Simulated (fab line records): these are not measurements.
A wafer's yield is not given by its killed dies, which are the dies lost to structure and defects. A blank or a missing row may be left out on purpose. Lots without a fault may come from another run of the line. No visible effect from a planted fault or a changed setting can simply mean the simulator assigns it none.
Split-lot trial :: flow sky130 :: on a route of 708 steps: 5 lots, 12 wafers read

## ABOUT THE SPLIT
At SKY_SONOS_ONO_SOFTBAKE_09 (time 60 s), the setting temp c was moved away from the recipe's 90 C on 2 of the 12 wafers read, by -3.3% to -2.4%. For the rest of the wafers, this setting stayed at what the recipe calls for.

## FROM THE SPLIT TO THE READING: what the file shows between them, 9 steps
- SKY_SONOS_ONO_EXPOSE_10: exposes mask ONOM, target cd 410 nm
- SKY_SONOS_ONO_PEB_11
- SKY_SONOS_ONO_DEVELOP_12: develop time 60 s
- SKY_SONOS_ONO_ETCH_15: etches the open film in CHF3/O2, target depth 19.52 nm, time 7.8 s
- SKY_GATE_OXIDE_COAT_05: resist thk 1140 nm (also split here: resist thk nm)
- SKY_GATE_OXIDE_IMPLANT_11 (also split here: dose cm2)
- SKY_GATE_OXIDE_WET_ETCH_12: etches SiO2 in dHF, target depth 16.8 nm, time 336 s
- SKY_GATE_OXIDE_STRIP_13: strips in O2/N2
- SKY_GATE_OXIDE_TW_MEAS_14

## THE READING
etch.depth nm (the simulator's own value, which no gauge read), in nm, at SKY_POLY_GATE_ETCH_17 (etches poly-Si in HBr/Cl2, stops on SiO2, target depth 180 nm, time 70.5 s). The file does not state a usual value for it. Across the 10 wafers here that went through the recipe, the average is 177.6 nm and the standard deviation 4.5 nm.

wafer: L075.2
tool, chamber at the split: litho track-01, 0
temp c as run, C: 90
against the recipe: recipe
etch.depth nm, nm: 179.9
against lot-mates on the recipe: -

wafer: L075.3
tool, chamber at the split: litho track-01, 0
temp c as run, C: 90
against the recipe: recipe
etch.depth nm, nm: 178.9
against lot-mates on the recipe: -

wafer: L075.4
tool, chamber at the split: litho track-01, 0
temp c as run, C: 87.84
against the recipe: -2.4%
etch.depth nm, nm: 175.1
against lot-mates on the recipe: -4.3

wafer: L077.2
tool, chamber at the split: litho track-02, 0
temp c as run, C: 90
against the recipe: recipe
etch.depth nm, nm: 180
against lot-mates on the recipe: -

wafer: L077.3
tool, chamber at the split: litho track-02, 0
temp c as run, C: 90
against the recipe: recipe
etch.depth nm, nm: 179.8
against lot-mates on the recipe: -

wafer: L077.5
tool, chamber at the split: litho track-02, 0
temp c as run, C: 90
against the recipe: recipe
etch.depth nm, nm: 180.6
against lot-mates on the recipe: -

wafer: L079.5
tool, chamber at the split: litho track-01, 0
temp c as run, C: 90
against the recipe: recipe
etch.depth nm, nm: 177.6
against lot-mates on the recipe: -

wafer: L079.6
tool, chamber at the split: litho track-01, 0
temp c as run, C: 90
against the recipe: recipe
etch.depth nm, nm: 177.7
against lot-mates on the recipe: -

wafer: L081.1
tool, chamber at the split: litho track-01, 0
temp c as run, C: 90
against the recipe: recipe
etch.depth nm, nm: 179.5
against lot-mates on the recipe: -

wafer: L081.6
tool, chamber at the split: litho track-01, 0
temp c as run, C: 90
against the recipe: recipe
etch.depth nm, nm: 177.4
against lot-mates on the recipe: -

wafer: L085.2
tool, chamber at the split: litho track-02, 0
temp c as run, C: 87.02
against the recipe: -3.3%
etch.depth nm, nm: 161.7
against lot-mates on the recipe: -2.8

wafer: L085.5
tool, chamber at the split: litho track-02, 0
temp c as run, C: 90
against the recipe: recipe
etch.depth nm, nm: 164.5
against lot-mates on the recipe: -

FIT RESULTS
A straight line over all 12 wafers: etch.depth nm changes by +3.56 nm for each +1% of temp c; r = +0.64; the points scatter about the line by 5 nm.
The same after taking each lot's own level away (the mean of its wafers on the recipe; 12 wafers): +1.16 nm for each +1%; r = +0.86; scatter 0.8 nm.
That fit puts the effect of the largest move of temp c on the reading at 3.8 nm.
Measured against the standard deviation above, the lots' own levels, which go from 164.50 to 180.13 nm, span 3.5 times it.
So the lot-to-lot level blurs the effect unless lot-mates are compared.
Check: with one of the wafers moved furthest among these (-3.3%) left out of the fit, the line predicts -5.93 nm for it against its lot-mates. It came out at -2.8 nm against them.

## THE OTHER SPLITS THESE WAFERS WENT THROUGH
Note: prior to the reading, these wafers also went through further splits. Each is held against what the fit with the lots' levels taken away leaves over:
other split on the same wafers: SKY_VT_ADJUST_NCORE_EXPOSE_04 dose mj
wafers away from the commonest value: 2
r with etch.depth nm (lot level and that fit taken away): +0.27

other split on the same wafers: SKY_VT_ADJUST_HVTR_COAT_02 spin rpm
wafers away from the commonest value: 4
r with etch.depth nm (lot level and that fit taken away): -0.13

other split on the same wafers: SKY_VT_ADJUST_HVTR_IMPLANT_09 dose cm2
wafers away from the commonest value: 3
r with etch.depth nm (lot level and that fit taken away): +0.43

other split on the same wafers: SKY_SONOS_TUNNEL_DEVELOP_06 dev temp c
wafers away from the commonest value: 5
r with etch.depth nm (lot level and that fit taken away): -0.45

other split on the same wafers: SKY_SONOS_TUNNEL_IMPLANT_09 energy kev
wafers away from the commonest value: 3
r with etch.depth nm (lot level and that fit taken away): +0.47

other split on the same wafers: SKY_GATE_OXIDE_COAT_05 resist thk nm
wafers away from the commonest value: 2
r with etch.depth nm (lot level and that fit taken away): +0.40

other split on the same wafers: SKY_GATE_OXIDE_IMPLANT_11 dose cm2
wafers away from the commonest value: 3
r with etch.depth nm (lot level and that fit taken away): +0.06

## THE WHOLE CHAIN: every reading that the file lists as answering this split, in the file's order
step: SKY_SONOS_ONO_DEVELOP_12
what it does: develop time 60 s
reading: NOVOLAK_of_SONOS_ONO_COAT_08.thk nm (the simulator's own value, which no gauge read)
change (the file's fit): -2.54 nm for each +1% of the setting
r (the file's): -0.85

step: SKY_SONOS_ONO_ETCH_15
what it does: etches the open film in CHF3/O2, target depth 19.52 nm, time 7.8 s
reading: NOVOLAK_of_SONOS_ONO_COAT_08.thk nm (the simulator's own value, which no gauge read)
change (the file's fit): -2.6 nm for each +1% of the setting
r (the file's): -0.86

step: SKY_POLY_GATE_ETCH_17
what it does: etches poly-Si in HBr/Cl2, stops on SiO2, target depth 180 nm, time 70.5 s
reading: etch.depth nm (the simulator's own value, which no gauge read)
change (the file's fit): +1.22 nm for each +1% of the setting
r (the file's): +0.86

## THE FILE'S OWN FIT
etch.depth nm changes by +1.22 nm for each +1% of temp c, r = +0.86.
